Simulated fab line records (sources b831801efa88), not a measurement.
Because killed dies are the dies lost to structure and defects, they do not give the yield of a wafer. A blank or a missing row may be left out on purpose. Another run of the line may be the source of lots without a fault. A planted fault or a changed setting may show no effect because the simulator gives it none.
Matching of chambers	flow gf180mcu	GF_CONTACT_CMP_04 on cmp-01 has 4 sister chambers
The step polishes SiO2. 8 wafers are shown with their chamber, then 7 later ones without.

WAFERS PAIRED WITH THEIR CHAMBERS
wafer	chamber	motor_current_A (A)	platen_rpm (rpm)
L375.6	1	14.6	60.03
L379.3	0	13.1	59.97
L379.5	0	13.2	60.02
L378.3	2	13.6	60.06
L378.4	3	13.6	59.97
L378.5	2	14.6	60.02
L391.1	3	13.0	60.01
L391.4	1	15.2	59.98

WAFERS MISSING THEIR CHAMBER
wafer	motor_current_A (A)	platen_rpm (rpm)
L391.6	13.5	60.07
L392.2	13.0	59.99
L392.4	13.5	59.94
L392.5	15.1	60.00
L394.1	13.6	59.98
L394.4	14.4	60.00
L394.6	13.7	60.08

WHICH CHAMBER EACH ONE RAN IN
wafer	from the rows above	in truth
L391.6	can't be placed: 2 or 0 or 3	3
L392.2	can't be placed: 0 or 3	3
L392.4	can't be placed: 3 or 0 or 2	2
L392.5	1	1
L394.1	can't be placed: 3 or 0 or 2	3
L394.4	can't be placed: 1 or 2 or 3 or 0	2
L394.6	can't be placed: 2 or 0 or 3 or 1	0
1 of 7 placed correctly. Cannot be placed on the basis of these rows: 6; the candidates contain the true chamber in 6. Number placed wrongly: 0.
How it was worked out, from the rows above alone: a wafer's distance from a chamber is the root of the sum, over the readings, of the square of ((its reading less the chamber's mean) divided by the reading's scatter). The wafer belongs to the nearest chamber; if the next one is less than 2 further off, it can't be placed. A chamber's mean is the mean of its shown wafers. How the scatter is found: for the shown wafers, subtract from each reading the mean of its chamber, square and add these, divide the total by (wafers less chambers), then take the root.
